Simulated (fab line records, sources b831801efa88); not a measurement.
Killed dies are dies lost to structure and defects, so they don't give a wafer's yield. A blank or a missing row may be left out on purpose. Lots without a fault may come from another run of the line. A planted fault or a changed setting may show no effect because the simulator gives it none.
Which tool did it? | flow sky130 | 12 lots, 36 wafers sampled, at 5 steps of a route of 708

WHAT THE GAUGES READ, wafer by wafer
SKY_SD_N_RS_MEAS_16: measures by four-point-probe.
lot  | measured     | on            | SD_N_RS (ohm/sq)
L949 | day 27 04:17 | film_metro-03 | 68.86 68.76 68.58
L952 | day 28 13:48 | film_metro-02 | 68.56 68.56 68.56
L953 | day 30 01:02 | film_metro-03 | 68.68 68.66 68.68
L954 | day 30 08:16 | film_metro-04 | 68.63 68.62 68.84
L955 | day 30 08:49 | film_metro-03 | 68.67 68.52 68.55
L957 | day 30 14:53 | film_metro-03 | 65.90 66.05 65.92 65.98 65.98 65.94
L958 | day 31 00:10 | film_metro-03 | 66.05 66.04 65.93 65.99 66.12 66.03
L961 | day 31 17:55 | film_metro-03 | 68.63 68.66 68.66
L968 | day 34 05:10 | film_metro-03 | 68.57 68.68 68.56
L970 | day 35 10:14 | film_metro-03 | 68.58 68.72 68.59
L972 | day 35 11:14 | film_metro-04 | 68.62 68.58 68.78
L971 | day 35 16:41 | film_metro-04 | 68.76 68.65 68.63

SKY_CONTACT_THK_MEAS_26: measures by xrf.
lot  | measured     | on            | CONTACT_W_THK (nm)
L949 | day 30 22:24 | film_metro-04 | 342 336 342
L952 | day 32 07:58 | film_metro-04 | 344 345 341
L953 | day 33 15:43 | film_metro-01 | 348 351 350
L954 | day 33 22:33 | film_metro-04 | 343 343 344
L955 | day 33 23:31 | film_metro-03 | 357 353 360
L957 | day 34 04:46 | film_metro-03 | 353 354 352
L958 | day 34 13:54 | film_metro-03 | 352 353 352
L961 | day 35 07:43 | film_metro-04 | 341 339 344
L968 | day 37 16:13 | film_metro-01 | 352 351 350
L970 | day 38 21:28 | film_metro-04 | 343 344 345
L972 | day 38 21:39 | film_metro-01 | 355 350 354
L971 | day 39 02:14 | film_metro-01 | 363 359 364

WHICH TOOL RAN EACH LOT (tool, then ch and the chambers of the sampled wafers, then the start)
lot  | SKY_SD_N_IMPLANT_10             | SKY_CONTACT_STRIP_19                 | SKY_CONTACT_SPUTTER_23
L949 | implanter-01 ch 0, day 27 03:44 | plasma_asher-01 ch 0,1, day 30 21:31 | pvd_sputter-03, day 30 22:07
L952 | implanter-03 ch 0, day 28 13:16 | plasma_asher-02 ch 0,1, day 32 07:04 | pvd_sputter-03, day 32 07:40
L953 | implanter-01 ch 0, day 30 00:31 | plasma_asher-01 ch 0,1, day 33 14:46 | pvd_sputter-03, day 33 15:24
L954 | implanter-03 ch 0, day 30 07:44 | plasma_asher-01 ch 0,1, day 33 21:40 | pvd_sputter-02, day 33 22:16
L955 | implanter-01 ch 0, day 30 08:17 | plasma_asher-02 ch 0,1, day 33 22:37 | pvd_sputter-03, day 33 23:13
L957 | implanter-02 ch 0, day 30 14:02 | plasma_asher-02 ch 0,1, day 34 03:52 | pvd_sputter-02, day 34 04:28
L958 | implanter-03 ch 0, day 30 23:14 | plasma_asher-03 ch 0,1, day 34 13:02 | pvd_sputter-02, day 34 13:35
L961 | implanter-02 ch 0, day 31 17:23 | plasma_asher-02 ch 0,1, day 35 06:48 | pvd_sputter-01, day 35 07:25
L968 | implanter-01 ch 0, day 34 04:38 | plasma_asher-03 ch 0,1, day 37 15:20 | pvd_sputter-01, day 37 15:54
L970 | implanter-03 ch 0, day 35 09:41 | plasma_asher-03 ch 0,1, day 38 20:31 | pvd_sputter-03, day 38 21:10
L972 | implanter-03 ch 0, day 35 10:41 | plasma_asher-02 ch 0,1, day 38 20:39 | pvd_sputter-02, day 38 21:15
L971 | implanter-03 ch 0, day 35 16:08 | plasma_asher-01 ch 0,1, day 39 01:19 | pvd_sputter-03, day 39 01:57
- SKY_SD_N_IMPLANT_10
- SKY_CONTACT_STRIP_19: strips in O2/N2.
- SKY_CONTACT_SPUTTER_23: material TiN, target thk 20 nm, time 80 s.

WHAT THE TOOLS THEMSELVES READ (means of the sampled wafers that have a number; where no wafer has one, the mark that the record gives instead)
SKY_SD_N_IMPLANT_10.
lot  | tool         | beam_on_s (s)
L949 | implanter-01 | 12.9
L952 | implanter-03 | 10.1
L953 | implanter-01 | 12.7
L954 | implanter-03 | 10.0
L955 | implanter-01 | 12.5
L957 | implanter-02 | 11.4
L958 | implanter-03 | 10.0
L961 | implanter-02 | 11.5
L968 | implanter-01 | 12.9
L970 | implanter-03 | 10.2
L972 | implanter-03 | 9.9
L971 | implanter-03 | 10.2

SKY_CONTACT_STRIP_19.
lot  | tool            | drypump_motor_current_A (A) | oes_product_au (a.u.) | strip_time_to_endpoint_s (s)
L949 | plasma_asher-01 | 5.0                         | 0.382                 | 3.594
L952 | plasma_asher-02 | 5.2                         | 0.377                 | 3.594
L953 | plasma_asher-01 | 5.1                         | 0.384                 | 3.612
L954 | plasma_asher-01 | 5.0                         | 0.376                 | 3.617
L955 | plasma_asher-02 | 5.2                         | 0.380                 | 3.600
L957 | plasma_asher-02 | 5.2                         | 0.386                 | 3.617
L958 | plasma_asher-03 | 5.6                         | 0.381                 | 3.627
L961 | plasma_asher-02 | 5.4                         | 0.381                 | 3.612
L968 | plasma_asher-03 | 5.7                         | 0.380                 | 3.607
L970 | plasma_asher-03 | 5.7                         | 0.378                 | 3.609
L972 | plasma_asher-02 | 5.4                         | 0.382                 | 3.606
L971 | plasma_asher-01 | 5.0                         | 0.379                 | 3.606

SKY_CONTACT_SPUTTER_23.
lot  | tool           | throttle_valve_pct (%)
L949 | pvd_sputter-03 | 29.2
L952 | pvd_sputter-03 | 29.6
L953 | pvd_sputter-03 | 29.1
L954 | pvd_sputter-02 | 31.3
L955 | pvd_sputter-03 | 29.0
L957 | pvd_sputter-02 | 29.9
L958 | pvd_sputter-02 | 30.7
L961 | pvd_sputter-01 | 29.7
L968 | pvd_sputter-01 | 29.4
L970 | pvd_sputter-03 | 29.8
L972 | pvd_sputter-02 | 30.7
L971 | pvd_sputter-03 | 29.3

THE ANSWER, worked out from the rows above alone
Rule: what is usual is taken from the lots themselves. Put in order of their means at a reading, lots are off if they are a third of the lots or fewer, leave a main group of 4 or more, and stand apart from it by a gap of 3 or more times the standard deviation of the main group's means; of several such gaps the widest counts. A main group whose means are all the same, to the digits that the tables above print for the reading, isn't used. A lot without any number at a reading at which 4 lots or more have one is off too. The other lots that the step has rows for count as sound. The gauges are gone through in route order, then the tools' own readings, and for those a lot's mean is taken as printed above. The first step at which some lot is off is used, and at that step the reading that is off furthest; a lot without a number counts as furthest.
Off: L957, L958, at SKY_SD_N_RS_MEAS_16 (SD_N_RS). The main group: mean 68.65 ohm/sq, standard deviation 0.051.
A tool fits if, at a process step before that reading, it ran every lot that is off, and no sound lot after the first of them. The gauges at SKY_SD_N_RS_MEAS_16 are tried like those tools. None of those tried fits.

WHAT THE SIMULATOR HAD PUT IN
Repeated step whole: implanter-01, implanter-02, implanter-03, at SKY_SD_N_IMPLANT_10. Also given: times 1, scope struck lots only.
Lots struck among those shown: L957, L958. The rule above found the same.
